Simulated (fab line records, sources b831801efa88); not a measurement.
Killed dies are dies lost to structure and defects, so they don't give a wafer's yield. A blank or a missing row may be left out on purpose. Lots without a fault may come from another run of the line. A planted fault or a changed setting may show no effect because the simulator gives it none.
fab line records | flow sky130
record lots=7 wafers=20 last_day=50
route steps=708 shown VIA4@660 METAL5@661
lots that met no fault: from a run of the same line without faults
start_h: hours from the record's first day to the start of the lot's first wafer shown | wait_h: hours since the lot's step before | " the same as in the row above | L1.1+2: a row that stands for several wafers | - no value, or no start given | * or withheld: withheld | < > ~ a bound
route shown NAME@n: a module of which the file shows steps, and the number in the route of the first | usual: mean/standard deviation of fault-free wafers | same: alike in all rows | chamber/n: place in a boat | sites: the reading at each site | _std_site: their standard deviation | _edge_site: outer sites' mean less inner sites' | radius_mm: how far each site lies from the wafer's centre | mask NAME#n: copy n | behind: the tool/chamber that last shaped the wafer | hold: why the lot was held/for how many hours/how that ended | device: the transistor (n, p or np) that didn't switch | end of line: the same wafers' tests at the end of the route | a step without rows: its recipe alone | killed: dies lost to structure and defects at the first sort, not the wafer's yield | map: a wafer's dies, x killed, . not, _ none there
set.NAME: the setting as run; set.NAME@STEP: as run at that earlier step | model.NAME: the simulator's own value behind a step, which no gauge read
lots at some steps of the route; a table a step, a row a wafer
services: from which hour (start_h, from the record's first day; less than 0 if before it) a tool's chamber was out of use, for how many hours, and why
## steps
# step SKY_VIA4_CMP_21
# recipe stop_on=SiO2 t_overpolish_s=25 down_force_psi=3.5 platen_rpm=60 target_thk_nm=0 pad_velocity_m_s=0.94248
# step SKY_METAL5_SPUTTER_00
# recipe material=Ti target_thk_nm=15 power_w=3000 time_s=10 chamber_pressure_pa=0.4
# usual throttle_valve_pct=30.5/0.87
# columns lot.wafer tool chamber start_h wait_h throttle_valve_pct
L433.1 pvd_sputter-04 - 1069.56 0.2 31.3
L433.3 " - " " 29.9
L433.5 " - " " 29.6
L436.1 pvd_sputter-04 - 1093.82 0.2 31.2
L436.6 " - " " 29.5
L438.2 pvd_sputter-02 - 1100.78 0.2 31.2
L438.3 " - " " 31.3
L438.5 " - " " 31.4
L439.4 pvd_sputter-01 - 1103.02 0.2 31.3
L439.5 " - " " 31.0
L439.6 " - " " 29.1
L441.3 pvd_sputter-04 - 1122.93 0.2 30.9
L441.4 " - " " 29.9
L441.5 " - " " 29.6
L445.2 pvd_sputter-02 - 1132.38 0.1 31.4
L445.3 " - " " 29.8
L445.5 " - " " 31.2
L444.2 pvd_sputter-04 - 1139.94 0.1 31.1
L444.4 " - " " 29.5
L444.6 " - " " 29.8
# step SKY_METAL5_SPUTTER_01
# recipe material=TiN target_thk_nm=20 power_w=6500 time_s=16.7 chamber_pressure_pa=0.4
# usual throttle_valve_pct=30.5/0.92
# columns lot.wafer tool chamber start_h wait_h throttle_valve_pct
L433.1 pvd_sputter-04 - 1069.59 0.0 31.1
L433.3 " - " " 29.6
L433.5 " - " " 29.6
L436.1 pvd_sputter-04 - 1093.84 0.0 31.4
L436.6 " - " " 29.6
L438.2 pvd_sputter-02 - 1100.80 0.0 31.4
L438.3 " - " " 31.4
L438.5 " - " " 31.2
L439.4 pvd_sputter-01 - 1103.04 0.0 31.4
L439.5 " - " " 31.3
L439.6 " - " " 29.0
L441.3 pvd_sputter-04 - 1122.95 0.0 31.4
L441.4 " - " " 29.8
L441.5 " - " " 29.9
L445.2 pvd_sputter-02 - 1132.40 0.0 31.5
L445.3 " - " " 29.3
L445.5 " - " " 31.3
L444.2 pvd_sputter-04 - 1139.96 0.0 31.2
L444.4 " - " " 29.4
L444.6 " - " " 29.8
# step SKY_METAL5_SPUTTER_02
# recipe material=AlCu target_thk_nm=1150 power_w=10600 time_s=61.2 chamber_pressure_pa=0.4
# usual throttle_valve_pct=30.5/0.91
# columns lot.wafer tool chamber start_h wait_h throttle_valve_pct
L433.1 pvd_sputter-04 - 1069.61 0.0 31.2
L433.3 " - " " 29.6
L433.5 " - " " 29.6
L436.1 pvd_sputter-04 - 1093.87 0.0 31.1
L436.6 " - " " 29.5
L438.2 pvd_sputter-02 - 1100.83 0.0 31.6
L438.3 " - " " 31.5
L438.5 " - " " 31.3
L439.4 pvd_sputter-01 - 1103.07 0.0 31.3
L439.5 " - " " 31.4
L439.6 " - " " 29.0
L441.3 pvd_sputter-04 - 1122.98 0.0 31.1
L441.4 " - " " 30.0
L441.5 " - " " 29.4
L445.2 pvd_sputter-02 - 1132.43 0.0 31.1
L445.3 " - " " 29.6
L445.5 " - " " 31.1
L444.2 pvd_sputter-04 - 1139.99 0.0 31.0
L444.4 " - " " 29.5
L444.6 " - " " 29.6
# step SKY_METAL5_SPUTTER_03
# recipe material=Ti target_thk_nm=5 power_w=3000 time_s=3.3 chamber_pressure_pa=0.4
# usual throttle_valve_pct=30.5/0.9
# columns lot.wafer tool chamber start_h wait_h throttle_valve_pct
L433.1 pvd_sputter-04 - 1069.66 0.0 31.4
L433.3 " - " " 29.8
L433.5 " - " " 29.5
L436.1 pvd_sputter-04 - 1093.92 0.0 31.2
L436.6 " - " " 29.6
L438.2 pvd_sputter-02 - 1100.88 0.0 31.5
L438.3 " - " " 31.5
L438.5 " - " " 31.3
L439.4 pvd_sputter-01 - 1103.12 0.0 31.2
L439.5 " - " " 31.5
L439.6 " - " " 29.0
L441.3 pvd_sputter-04 - 1123.03 0.0 31.3
L441.4 " - " " 29.9
L441.5 " - " " 29.7
L445.2 pvd_sputter-02 - 1132.48 0.0 31.5
L445.3 " - " " 29.5
L445.5 " - " " 31.1
L444.2 pvd_sputter-04 - 1140.04 0.0 31.3
L444.4 " - " " 29.5
L444.6 " - " " 29.7
# step SKY_METAL5_SPUTTER_04
# recipe material=TiN target_thk_nm=70 power_w=6500 time_s=58.3 chamber_pressure_pa=0.4
# usual throttle_valve_pct=30.5/0.91
# columns lot.wafer tool chamber start_h wait_h throttle_valve_pct
L433.1 pvd_sputter-04 - 1069.68 0.0 31.1
L433.3 " - " " 29.7
L433.5 " - " " 29.8
L436.1 pvd_sputter-04 - 1093.94 0.0 31.4
L436.6 " - " " 29.6
L438.2 pvd_sputter-02 - 1100.90 0.0 31.5
L438.3 " - " " 31.3
L438.5 " - " " 31.4
L439.4 pvd_sputter-01 - 1103.14 0.0 31.3
L439.5 " - " " 31.1
L439.6 " - " " 29.4
L441.3 pvd_sputter-04 - 1123.05 0.0 31.2
L441.4 " - " " 29.6
L441.5 " - " " 29.4
L445.2 pvd_sputter-02 - 1132.50 0.0 31.4
L445.3 " - " " 29.6
L445.5 " - " " 31.2
L444.2 pvd_sputter-04 - 1140.06 0.0 31.1
L444.4 " - " " 29.5
L444.6 " - " " 29.7
# step SKY_METAL5_RS_MEAS_05
# recipe thk_meas_gauge=four-point-probe reads=TiN_of_METAL5_SPUTTER_04+Ti_of_METAL5_SPUTTER_03+AlCu_of_METAL5_SPUTTER_02+TiN_of_METAL5_SPUTTER_01+Ti_of_METAL5_SPUTTER_00
# usual METAL5_ALCU_RS=0.02704/0.00025
# columns lot.wafer tool chamber start_h wait_h METAL5_ALCU_RS[ohm/sq]
L433.1 film_metro-02 - 1069.76 0.1 0.02701
L433.3 " - " " 0.02744
L433.5 " - " " 0.02738
L436.1 film_metro-04 - 1093.99 0.0 0.02674
L436.6 " - " " 0.02711
L438.2 film_metro-02 - 1100.97 0.0 0.02719
L438.3 " - " " 0.02694
L438.5 " - " " 0.02685
L439.4 film_metro-04 - 1103.25 0.1 0.02734
L439.5 " - " " 0.02721
L439.6 " - " " 0.02712
L441.3 film_metro-02 - 1123.14 0.1 0.02668
L441.4 " - " " 0.0269
L441.5 " - " " 0.02654
L445.2 film_metro-04 - 1132.57 0.0 0.02688
L445.3 " - " " 0.02688
L445.5 " - " " 0.02699
L444.2 film_metro-01 - 1140.13 0.0 0.02676
L444.4 " - " " 0.02667
L444.6 " - " " 0.02703
# step SKY_METAL5_THK_MEAS_06
# recipe thk_meas_gauge=xrf reads=AlCu_of_METAL5_SPUTTER_02
# usual METAL5_ALCU_THK=1152/11
# columns lot.wafer tool chamber start_h wait_h METAL5_ALCU_THK[nm]
L433.1 film_metro-02 - 1069.88 0.1 1155
L433.3 " - " " 1137
L433.5 " - " " 1132
L436.1 film_metro-04 - 1094.11 0.1 1160
L436.6 " - " " 1140
L438.2 film_metro-02 - 1101.08 0.1 1144
L438.3 " - " " 1160
L438.5 " - " " 1159
L439.4 film_metro-04 - 1103.34 0.1 1142
L439.5 " - " " 1139
L439.6 " - " " 1144
L441.3 film_metro-02 - 1123.24 0.1 1166
L441.4 " - " " 1163
L441.5 " - " " 1177
L445.2 film_metro-04 - 1132.68 0.1 1153
L445.3 " - " " 1155
L445.5 " - " " 1152
L444.2 film_metro-01 - 1140.24 0.1 1167
L444.4 " - " " 1159
L444.6 " - " " 1158
# step SKY_METAL5_DEHYDRATE_07
# recipe temp_c=200 time_s=60
# step SKY_METAL5_HMDS_08
# recipe prime_time_s=60 prime_temp_c=120
# step SKY_METAL5_COAT_09
# recipe resist=NOVOLAK spin_rpm=3000 resist_thk_nm=1800
# step SKY_METAL5_SOFTBAKE_10
# recipe temp_c=90 time_s=60 resist=NOVOLAK
# step SKY_METAL5_EXPOSE_11
# recipe mask_id=MM5 na=0.6 source_shape=conventional sigma_outer=0.6 polarization=unpolarized target_cd_nm=1600 dose_mj=190
# usual exposure_dose_mJ_cm2=190.02/0.23 focus_offset_nm=-0.1/0.58 na=0.6/0
# columns lot.wafer tool chamber start_h wait_h mask exposure_dose_mJ_cm2 focus_offset_nm na
L433.1 iline_stepper-01 0 1080.09 - MM5#0 190.22 0.9 0.6
L433.3 " 0 " " MM5#0 190.14 0.9 0.6
L433.5 " 0 " " MM5#0 189.98 -0.3 0.6
L436.1 iline_stepper-01 - 1103.46 - MM5#0 - - -
L436.6 " - " " MM5#0 - - -
L438.2 iline_stepper-01 - 1111.00 - MM5#0 - - -
L438.3 " - " " MM5#0 - - -
L438.5 " - " " MM5#0 - - -
L439.4 iline_stepper-01 - 1113.55 - MM5#0 - - -
L439.5 " - " " MM5#0 - - -
L439.6 " - " " MM5#0 - - -
L441.3 iline_stepper-02 0 1133.04 - MM5#0 189.94 -0.8 0.6
L441.4 " 0 " " MM5#0 189.78 -0.4 0.6
L441.5 " 0 " " MM5#0 190.03 -0.8 0.6
L445.2 iline_stepper-01 0 1142.11 - MM5#0 190.14 -0.2 0.6
L445.3 " 0 " " MM5#0 190.19 0.3 0.6
L445.5 " 0 " " MM5#0 190.04 0.6 0.6
L444.2 iline_stepper-01 0 1148.84 - MM5#0 189.93 -1.2 0.6
L444.4 " 0 " " MM5#0 190.11 -0.5 0.6
L444.6 " 0 " " MM5#0 189.82 -1.4 0.6
# step SKY_METAL5_PEB_12
# recipe temp_c=withheld time_s=* resist=NOVOLAK
## services
# columns tool chamber start_h hours kind
iline_stepper-01 - 1053.36 4.4 pm
iline_stepper-01 - 1057.81 1.7 pm
iline_stepper-01 0 1111.59 - calibration
pvd_sputter-01 - 1121.84 8.5 repair
iline_stepper-02 - 1130.18 2.3 repair
## key
first_sign step=SKY_METAL5_EXPOSE_11 reading=tool_record direction=missing
effect none on later readings
met_at SKY_METAL5_EXPOSE_11
struck_wafers L436.1,L436.6,L438.2,L438.3,L438.5,L439.4,L439.5,L439.6
later_rows_left_out L436.1,L436.6,L438.2,L438.3,L438.5,L439.4,L439.5,L439.6
sort_left_out L436.1,L436.6,L438.2,L438.3,L438.5,L439.4,L439.5,L439.6
onset_between 1080.09 1103.46
fault kind=skipped_step_whole tool=iline_stepper-01 chamber=- onset_h=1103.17 steps=SKY_METAL5_EXPOSE_11 scope=struck_lots_only
# sort_left_out: the simulated sort isn't trusted on such a fault, so these wafers' sort isn't shown, and their yield isn't known
# later_rows_left_out: the simulator's readings of these wafers behind a module that went badly wrong aren't trusted and aren't shown, but for the sort
